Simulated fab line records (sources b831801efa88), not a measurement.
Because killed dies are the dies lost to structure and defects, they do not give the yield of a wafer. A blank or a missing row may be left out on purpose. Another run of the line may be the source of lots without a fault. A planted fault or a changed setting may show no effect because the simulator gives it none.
fab line records	flow gf180mcu
[record] lots = 12	wafers = 36	last-day = 34
route steps=602 shown STI@15 HV_LDD@185 PSD@255 CONTACT@290
lots untouched by any fault: they come from a run of this same line in which no faults occurred
start-h: start of the lot's first displayed wafer, in hours after the record's first day	wait-h: how many hours have passed since the lot's step before this one	" as in the row above	L1.1+2: a single row standing in for several wafers	- no value present, or no start provided	* or withheld: withheld	< > ~ a bound
route shown NAME@n: NAME is a module with steps in the file, n the number in the route of the first one	usual: average and standard deviation across the fault-free wafers	same: alike in all rows	chamber/n: place in a boat	sites: readings site by site	_std_site: standard deviation across them	_edge_site: mean of outer sites minus mean of inner sites	radius-mm: for every site, how far away it sits from the centre of the wafer	mask NAME#n: copy n	behind: the most recent tool/chamber to have shaped the wafer	hold: reason for holding the lot/hours on hold/outcome of the hold	device: which transistor (n, p or np) failed to switch	end of line: tests run on the same wafers once the route is complete	a step with no rows: only its recipe	killed: dies that structure and defects cost at the first sort, which is not the same as the wafer's yield	map: a wafer's dies, marking killed ones x, the rest . and places with no die _
set.NAME: the run value of the setting; set.NAME@STEP: its run value at that earlier step	model.NAME: the simulator's own value behind a step, which no gauge read
the route's steps for a sample of lots (tables are steps, rows are wafers)
services: from which hour (start-h, from the record's first day; less than 0 if before it) a tool's chamber was out of use, for how many hours, and why
[[steps]]
[step GF_STI_ETCH_14]
[recipe] target = Si	chemistry = HBr/Cl2/O2	target-depth-nm = 360	icp-w = 600	bias-w = 150	pressure-mtorr = 15	HBr_flow_sccm = 150	Cl2_flow_sccm = 40	O2_flow_sccm = 6	time-s = 102.9
[usual] drypump-motor-current-A = 6.0/0.32	mfc-cl2-sccm = 40.01/0.13	oes-product-au = 1.006/0.01	throttle-valve-pct = 25.653/0.012
lot.wafer	tool	chamber	start-h	wait-h	drypump-motor-current-A	mfc-cl2-sccm	oes-product-au	rf-hours-counter-h	throttle-valve-pct
L142.1	rie-si-02	0	26.66	0.0	5.7	39.92	0.998	122	25.678
L142.3	"	1	"	"	6.4	39.88	1.007	41	25.645
L142.4	"	2	"	"	5.9	40.08	1.004	3	25.659
L143.1	rie-si-01	0	30.76	0.0	5.6	40.06	0.990	145	25.663
L143.3	"	3	"	"	5.7	39.97	1.014	125	25.638
L143.5	"	3	"	"	5.7	40.10	1.012	-	25.655
L144.1	rie-si-01	1	34.71	0.0	6.0	40.28	1.004	92	25.643
L144.2	"	0	"	"	5.6	39.95	0.994	145	25.669
L144.3	"	2	"	"	6.4	39.83	1.025	111	25.638
L145.1	rie-si-01	2	41.06	0.0	6.4	40.01	1.006	111	25.654
L145.5	"	1	"	"	6.0	39.77	1.006	-	25.643
L145.6	"	0	"	"	5.6	39.94	0.985	-	25.663
L148.1	rie-si-01	2	56.11	0.0	6.3	40.19	1.014	111	25.633
L148.3	"	1	"	"	6.0	39.89	1.007	93	25.661
L148.6	"	1	"	"	6.0	40.10	1.009	-	25.655
L150.2	rie-si-01	0	66.53	0.0	5.6	39.79	0.987	146	25.665
L150.3	"	3	"	"	5.7	39.88	1.012	125	25.644
L150.6	"	1	"	"	6.0	39.96	1.016	-	25.642
L157.4	rie-si-01	1	103.19	0.1	6.0	39.88	1.003	-	25.644
L157.5	"	2	"	"	6.3	39.80	0.999	-	25.649
L157.6	"	3	"	"	5.7	40.14	1.013	-	25.651
L158.1	rie-si-02	2	108.03	0.0	5.9	39.97	1.017	3	25.639
L158.5	"	3	"	"	6.3	39.89	1.005	-	25.659
L158.6	"	0	"	"	5.7	39.97	1.004	-	25.645
L160.1	rie-si-02	0	119.17	0.0	5.7	39.94	1.004	123	25.656
L160.2	"	2	"	"	5.9	39.79	0.995	3	25.667
L160.4	"	3	"	"	6.4	40.22	0.998	116	25.650
L161.3	rie-si-01	2	124.06	0.0	6.4	40.21	1.010	112	25.646
L161.4	"	2	"	"	6.4	40.28	1.005	-	25.671
L161.5	"	3	"	"	5.6	40.01	1.018	-	25.656
L162.3	rie-si-01	3	129.06	0.0	5.6	40.01	1.003	126	25.648
L162.4	"	1	"	"	6.0	39.92	1.013	-	25.656
L162.5	"	3	"	"	5.7	40.11	1.016	-	25.626
L163.2	rie-si-01	1	133.96	0.0	6.0	40.09	1.013	94	25.653
L163.4	"	2	"	"	6.3	39.86	1.013	-	25.663
L163.6	"	3	"	"	5.7	39.97	1.013	-	25.639
[step GF_HV_LDD_IMPLANT_09]
[recipe] species = As	energy-kev = 40	dose-cm2 = 1e+14	tilt-deg = 7
[usual] beam-energy-keV = 40.002/0.013	beam-on-s = 10.03/0.2	faraday-current-uA = 562/11
[same] implant-ion-amu = 75
lot.wafer	tool	chamber	start-h	wait-h	beam-energy-keV	beam-on-s	faraday-current-uA
L142.1	implanter-01	0	217.66	0.0	40.000	10.07	560
L142.3	"	0	"	"	39.989	10.16	555
L142.4	"	0	"	"	39.978	9.82	570
L143.1	implanter-01	0	222.26	0.0	40.013	9.76	578
L143.3	"	0	"	"	39.995	9.86	572
L143.5	"	0	"	"	40.009	9.97	567
L144.1	implanter-03	0	228.46	0.0	40.015	9.67	581
L144.2	"	0	"	"	39.979	10.15	558
L144.3	"	0	"	"	39.991	10.31	547
L145.1	implanter-03	0	241.66	0.0	40.011	9.89	570
L145.5	"	0	"	"	40.013	10.06	557
L145.6	"	0	"	"	40.010	10.31	543
L148.1	implanter-03	0	262.70	0.0	40.000	7.88	713
L148.3	"	0	"	"	39.993	7.71	731
L148.6	"	0	"	"	40.003	7.72	730
L150.2	implanter-03	0	274.80	0.0	40.007	7.71	732
L150.3	"	0	"	"	40.001	7.51	751
L150.6	"	0	"	"	40.015	7.64	737
L157.4	implanter-01	0	331.18	0.1	39.985	9.94	566
L157.5	"	0	"	"	39.990	10.01	561
L157.6	"	0	"	"	39.971	9.72	579
L158.1	implanter-03	0	333.50	0.0	40.007	9.77	577
L158.5	"	0	"	"	39.995	10.03	565
L158.6	"	0	"	"	39.981	10.00	563
L160.1	implanter-01	0	348.35	0.0	40.005	10.13	559
L160.2	"	0	"	"	39.991	10.37	542
L160.4	"	0	"	"	39.986	9.83	574
L161.3	implanter-02	0	357.90	0.1	39.998	10.11	556
L161.4	"	0	"	"	40.007	9.88	572
L161.5	"	0	"	"	39.994	9.77	577
L162.3	implanter-01	0	364.95	0.1	40.032	9.84	574
L162.4	"	0	"	"	40.015	10.51	533
L162.5	"	0	"	"	40.032	10.12	553
L163.2	implanter-01	0	370.45	0.0	39.994	9.94	567
L163.4	"	0	"	"	40.006	10.00	562
L163.6	"	0	"	"	39.989	9.86	568
[step GF_HV_LDD_TW_MEAS_11]
[usual] HV_LDD_TW = 2429/25
lot.wafer	tool	chamber	start-h	wait-h	HV_LDD_TW
L142.1	film-metro-03	-	217.91	0.1	2401
L142.3	"	-	"	"	2402
L142.4	"	-	"	"	2404
L143.1	film-metro-03	-	222.51	0.1	2397
L143.3	"	-	"	"	2410
L143.5	"	-	"	"	2405
L144.1	film-metro-03	-	228.71	0.1	2404
L144.2	"	-	"	"	2406
L144.3	"	-	"	"	2411
L145.1	film-metro-02	-	241.91	0.1	2410
L145.5	"	-	"	"	2410
L145.6	"	-	"	"	2413
L148.1	film-metro-04	-	262.95	0.1	2280
L148.3	"	-	"	"	2278
L148.6	"	-	"	"	2281
L150.2	film-metro-04	-	275.04	0.1	2275
L150.3	"	-	"	"	2284
L150.6	"	-	"	"	2289
L157.4	film-metro-02	-	331.39	0.1	2416
L157.5	"	-	"	"	2415
L157.6	"	-	"	"	2415
L158.1	film-metro-04	-	333.75	0.1	2467
L158.5	"	-	"	"	2459
L158.6	"	-	"	"	2466
L160.1	film-metro-03	-	348.60	0.1	2412
L160.2	"	-	"	"	2424
L160.4	"	-	"	"	2404
L161.3	film-metro-04	-	358.12	0.1	2461
L161.4	"	-	"	"	2452
L161.5	"	-	"	"	2460
L162.3	film-metro-02	-	365.17	0.1	2407
L162.4	"	-	"	"	2420
L162.5	"	-	"	"	2412
L163.2	film-metro-04	-	370.72	0.1	2462
L163.4	"	-	"	"	2443
L163.6	"	-	"	"	2457
[step GF_HV_LDD_RS_MEAS_53]
[recipe] thk-meas-gauge = four-point-probe
[usual] HV_LDD_RS = 418.2/0.95
lot.wafer	tool	chamber	start-h	wait-h	HV_LDD_RS[ohm/sq]
L142.1	film-metro-03	-	273.72	0.1	417.6
L142.3	"	-	"	"	417.8
L142.4	"	-	"	"	418.7
L143.1	film-metro-03	-	280.27	0.1	419.2
L143.3	"	-	"	"	419.3
L143.5	"	-	"	"	418.8
L144.1	film-metro-04	-	284.94	0.1	419.5
L144.2	"	-	"	"	418.4
L144.3	"	-	"	"	418.8
L145.1	film-metro-02	-	301.00	0.1	416.6
L145.5	"	-	"	"	417.2
L145.6	"	-	"	"	417.1
L148.1	film-metro-02	-	323.49	0.1	467.1
L148.3	"	-	"	"	466.2
L148.6	"	-	"	"	468.4
L150.2	film-metro-02	-	336.81	0.1	467.5
L150.3	"	-	"	"	466.8
L150.6	"	-	"	"	467.0
L157.4	film-metro-02	-	397.34	0.1	418.6
L157.5	"	-	"	"	418.1
L157.6	"	-	"	"	417.5
L158.1	film-metro-04	-	399.38	0.1	416.1
L158.5	"	-	"	"	417.2
L158.6	"	-	"	"	417.7
L160.1	film-metro-04	-	415.16	0.1	417.1
L160.2	"	-	"	"	418.7
L160.4	"	-	"	"	417.8
L161.3	film-metro-04	-	426.05	0.1	417.5
L161.4	"	-	"	"	417.7
L161.5	"	-	"	"	416.3
L162.3	film-metro-02	-	435.14	0.1	419.1
L162.4	"	-	"	"	418.4
L162.5	"	-	"	"	420.0
L163.2	film-metro-04	-	439.59	0.1	416.2
L163.4	"	-	"	"	417.5
L163.6	"	-	"	"	417.6
[step GF_PSD_CD_MEAS_07]
[recipe] target-cd-nm = 400
[usual] cd-nm = 400.2/2.6
lot.wafer	tool	chamber	start-h	wait-h	cd-nm
L142.1	cd-sem-01	-	318.33	0.1	400.6
L142.3	"	-	"	"	403.0
L142.4	"	-	"	"	400.0
L143.1	cd-sem-02	-	324.60	0.1	399.9
L143.3	"	-	"	"	399.5
L143.5	"	-	"	"	401.4
L144.1	cd-sem-02	-	329.90	0.1	400.9
L144.2	"	-	"	"	394.4
L144.3	"	-	"	"	396.6
L145.1	cd-sem-01	-	347.63	0.1	400.2
L145.5	"	-	"	"	397.6
L145.6	"	-	"	"	397.9
L148.1	cd-sem-01	-	368.53	0.1	401.8
L148.3	"	-	"	"	404.0
L148.6	"	-	"	"	402.4
L150.2	cd-sem-02	-	381.85	0.1	395.5
L150.3	"	-	"	"	396.4
L150.6	"	-	"	"	396.2
L157.4	cd-sem-01	-	447.75	0.1	402.0
L157.5	"	-	"	"	402.7
L157.6	"	-	"	"	400.7
L158.1	cd-sem-01	-	450.60	0.1	403.2
L158.5	"	-	"	"	400.3
L158.6	"	-	"	"	403.0
L160.1	cd-sem-02	-	466.43	0.1	403.0
L160.2	"	-	"	"	399.2
L160.4	"	-	"	"	402.0
L161.3	cd-sem-01	-	477.07	0.1	404.0
L161.4	"	-	"	"	403.5
L161.5	"	-	"	"	401.0
L162.3	cd-sem-01	-	486.71	0.1	400.5
L162.4	"	-	"	"	399.8
L162.5	"	-	"	"	398.5
L163.2	cd-sem-01	-	491.41	0.1	400.8
L163.4	"	-	"	"	400.9
L163.6	"	-	"	"	403.2
[step GF_CONTACT_THK_MEAS_03]
[recipe] reads = SiO2_of_CONTACT_CVD_02
[usual] CONTACT_CVD_02_THK = 862/11
lot.wafer	tool	chamber	start-h	wait-h	CONTACT_CVD_02_THK[nm]
L142.1	film-metro-03	-	341.72	0.0	856
L142.3	"	-	"	"	869
L142.4	"	-	"	"	884
L143.1	film-metro-03	-	348.52	0.0	861
L143.3	"	-	"	"	858
L143.5	"	-	"	"	868
L144.1	film-metro-02	-	353.14	0.0	859
L144.2	"	-	"	"	863
L144.3	"	-	"	"	846
L145.1	film-metro-04	-	370.65	0.1	851
L145.5	"	-	"	"	867
L145.6	"	-	"	"	876
L148.1	film-metro-04	-	391.90	0.0	829
L148.3	"	-	"	"	844
L148.6	"	-	"	"	862
L150.2	film-metro-02	-	406.18	0.0	856
L150.3	"	-	"	"	842
L150.6	"	-	"	"	872
L157.4	film-metro-04	-	473.83	0.0	868
L157.5	"	-	"	"	875
L157.6	"	-	"	"	860
L158.1	film-metro-02	-	476.16	0.0	859
L158.5	"	-	"	"	872
L158.6	"	-	"	"	879
L160.1	film-metro-02	-	492.79	0.0	851
L160.2	"	-	"	"	856
L160.4	"	-	"	"	862
L161.3	film-metro-04	-	502.40	0.1	849
L161.4	"	-	"	"	872
L161.5	"	-	"	"	873
L162.3	film-metro-04	-	512.23	0.1	843
L162.4	"	-	"	"	857
L162.5	"	-	"	"	867
L163.2	film-metro-04	-	517.34	0.2	852
L163.4	"	-	"	"	868
L163.6	"	-	"	"	864
[[services]]
tool	chamber	start-h	hours	kind
rie-si-01	1	15.64	3.4	repair
implanter-01	-	28.12	3.2	pm
rie-si-02	-	48.79	28.1	pm
implanter-01	-	132.30	3.2	repair
implanter-03	-	149.25	2.8	repair
implanter-01	-	172.13	1.0	repair
rie-si-02	-	172.51	0.1	repair
rie-si-02	-	186.02	2.8	pm
rie-si-01	0	210.03	7.8	repair
rie-si-02	1	213.19	11.3	repair
implanter-02	-	218.68	2.1	pm
rie-si-01	-	222.78	2.8	pm
implanter-03	-	225.08	1.0	repair
implanter-02	-	229.62	2.0	repair
rie-si-01	-	235.34	14.6	pm
rie-si-01	0	271.19	5.4	repair
rie-si-01	0	287.07	5.8	repair
implanter-02	-	296.39	5.9	pm
implanter-01	-	296.60	3.9	pm
implanter-01	-	308.17	4.0	repair
implanter-03	-	343.54	2.2	repair
implanter-01	-	348.57	2.9	repair
implanter-02	-	363.01	1.4	repair
implanter-03	-	368.67	3.3	repair
[[key]]
[first-sign] step = GF_HV_LDD_IMPLANT_09	reading = faraday-current-uA	direction = up	sigmas = 15	usual = 562	struck = 732
[effect] step = GF_HV_LDD_IMPLANT_09	reading = beam-on-s	direction = down	sigmas = 11	usual = 10.03	struck = 7.70
[effect] step = GF_HV_LDD_TW_MEAS_11	reading = HV_LDD_TW	direction = down	sigmas = 5.8	usual = 2429	struck = 2281
[effect] step = GF_HV_LDD_RS_MEAS_53	reading = HV_LDD_RS	direction = up	sigmas = 52	usual = 418.2	struck = 467.2
met-at GF_HV_LDD_IMPLANT_09
struck-lots L148,L150
tester-left-out L148,L150
not-acting-at GF_STI_ETCH_14,GF_PSD_CD_MEAS_07,GF_CONTACT_THK_MEAS_03
onset-between 241.66 262.70
[fault] kind = process-parameter-drift	tool = implanter-03	chamber = -	onset-h = 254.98	steps = GF_HV_LDD_IMPLANT_09	channel = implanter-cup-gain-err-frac	offset = 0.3	shape = step	end-h = 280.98
// tester-left-out: of these lots the tester's yield and bins aren't shown, on N5 and GAA mostly nor the transistor test; their killed dies are dies lost to structure and defects alone, not to doping, threshold or leakage, so they don't give the yield
